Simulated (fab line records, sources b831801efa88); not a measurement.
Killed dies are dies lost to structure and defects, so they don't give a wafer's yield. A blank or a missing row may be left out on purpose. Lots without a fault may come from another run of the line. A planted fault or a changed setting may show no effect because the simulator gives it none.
Tool commonality check | flow gf180mcu | 12 lots, 36 wafers sampled

WHY IT WAS OPENED
At GF_PASSIVATION_THK_MEAS_01 the reading PASSIVATION_CVD_00_THK is flagged on 2 of 12 lots. Wafers without a fault read 1016 nm, standard deviation 11.
Rule: a lot is flagged when every wafer of it that has a number lies more than 4 standard deviations from that mean, or none has a number. The other lots count as sound.

lot  | measured     | on            | PASSIVATION_CVD_00_THK (nm), wafer by wafer | flag
L316 | day 29 03:44 | film_metro-04 | 1026 1008 1026                              |
L317 | day 29 09:40 | film_metro-02 | 1017 1025 1043                              |
L318 | day 29 16:26 | film_metro-02 | 1013 1014 1034                              |
L322 | day 30 22:05 | film_metro-03 | 1104 1137 1121                              | FLAGGED
L325 | day 31 16:11 | film_metro-03 | 1113 1137 1133                              | FLAGGED
L330 | day 32 23:22 | film_metro-04 | 1006 1022 1020                              |
L331 | day 33 05:38 | film_metro-02 | 1010 1001 1031                              |
L332 | day 33 11:59 | film_metro-04 | 1015 1019 1028                              |
L333 | day 33 15:23 | film_metro-02 | 1002 1016 1019                              |
L336 | day 34 07:21 | film_metro-02 | 1005 1041 1021                              |
L338 | day 34 17:55 | film_metro-04 | 1015 1018 1026                              |
L339 | day 34 23:28 | film_metro-03 | 1002 1003 1018                              |
The numbers of the flagged lots are 1124 nm on average: +108 nm against the usual, or +10 standard deviations.

WHICH TOOL RAN EACH LOT
The record holds 2 process steps before the reading, out of a route of 602 steps. In each cell: the tool, then ch and the chambers that the sampled wafers went through, then the start.
lot  | flag    | GF_TOP_METAL_SPUTTER_01      | GF_PASSIVATION_CVD_00
L316 |         | pvd_sputter-02, day 28 07:33 | pecvd-04 ch 0,2, day 29 03:40
L317 |         | pvd_sputter-02, day 28 12:34 | pecvd-02 ch 0,1, day 29 09:35
L318 |         | pvd_sputter-01, day 28 19:25 | pecvd-04 ch 1,2, day 29 16:22
L322 | FLAGGED | pvd_sputter-04, day 30 02:10 | pecvd-04 ch 0,2, day 30 21:58
L325 | FLAGGED | pvd_sputter-02, day 30 20:44 | pecvd-04 ch 0,2, day 31 16:06
L330 |         | pvd_sputter-02, day 32 04:53 | pecvd-02 ch 0,1,2, day 32 23:17
L331 |         | pvd_sputter-02, day 32 11:56 | pecvd-01 ch 1,2, day 33 05:33
L332 |         | pvd_sputter-02, day 32 18:26 | pecvd-01 ch 1,2, day 33 11:53
L333 |         | pvd_sputter-02, day 32 21:50 | pecvd-02 ch 0,1, day 33 15:18
L336 |         | pvd_sputter-02, day 33 14:26 | pecvd-01 ch 0,1,2, day 34 07:16
L338 |         | pvd_sputter-01, day 34 01:31 | pecvd-02 ch 1,2, day 34 17:50
L339 |         | pvd_sputter-02, day 34 06:50 | pecvd-01 ch 0,2, day 34 23:23
What these steps do:
- GF_TOP_METAL_SPUTTER_01: material TiN, target thk 30 nm, time 25 s.
- GF_PASSIVATION_CVD_00: deposits SiO2 from TEOS, target thk 1000 nm, time 113.4 s.
- GF_PASSIVATION_THK_MEAS_01

FLAGGED OVER TOTAL, TOOL BY TOOL (the gauges that took the reading come last)
step                       | tool           | lots run | flagged | share of the flagged lots | sound lots run after its first flagged lot
GF_TOP_METAL_SPUTTER_01    | pvd_sputter-01 | 2        | 0       | none                      | -
GF_TOP_METAL_SPUTTER_01    | pvd_sputter-02 | 9        | 1       | some                      | 6 (L330,L331,L332,L333,L336,L339)
GF_TOP_METAL_SPUTTER_01    | pvd_sputter-04 | 1        | 1       | some                      | 0
GF_PASSIVATION_CVD_00      | pecvd-01       | 4        | 0       | none                      | -
GF_PASSIVATION_CVD_00      | pecvd-02       | 4        | 0       | none                      | -
GF_PASSIVATION_CVD_00      | pecvd-04       | 4        | 2       | all                       | 0
GF_PASSIVATION_THK_MEAS_01 | film_metro-02  | 5        | 0       | none                      | -
GF_PASSIVATION_THK_MEAS_01 | film_metro-03  | 3        | 2       | all                       | 1 (L339)
GF_PASSIVATION_THK_MEAS_01 | film_metro-04  | 4        | 0       | none                      | -

WHAT THE TABLE ALLOWS
2 rows of the table ran every flagged lot: pecvd-04 at GF_PASSIVATION_CVD_00, film_metro-03 at GF_PASSIVATION_THK_MEAS_01.
- pecvd-04 at GF_PASSIVATION_CVD_00: 2 of its 4 lots flagged. Its last sound lot is L318 (day 29 16:22), its first flagged lot L322 (day 30 21:58): a fault that began between those two fits.
- film_metro-03 at GF_PASSIVATION_THK_MEAS_01: 2 of its 3 lots flagged. Sound lots ran on it after the first flagged one (L339), which a lasting fault on the whole tool wouldn't allow.
One tool is left: pecvd-04 at GF_PASSIVATION_CVD_00.

WHAT THE SIMULATOR HAD PUT IN
Process parameter drift: pecvd-04, from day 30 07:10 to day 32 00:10, at GF_PASSIVATION_CVD_00. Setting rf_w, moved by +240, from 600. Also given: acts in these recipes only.
Lots struck among those shown: L322, L325. The rule above found the same.
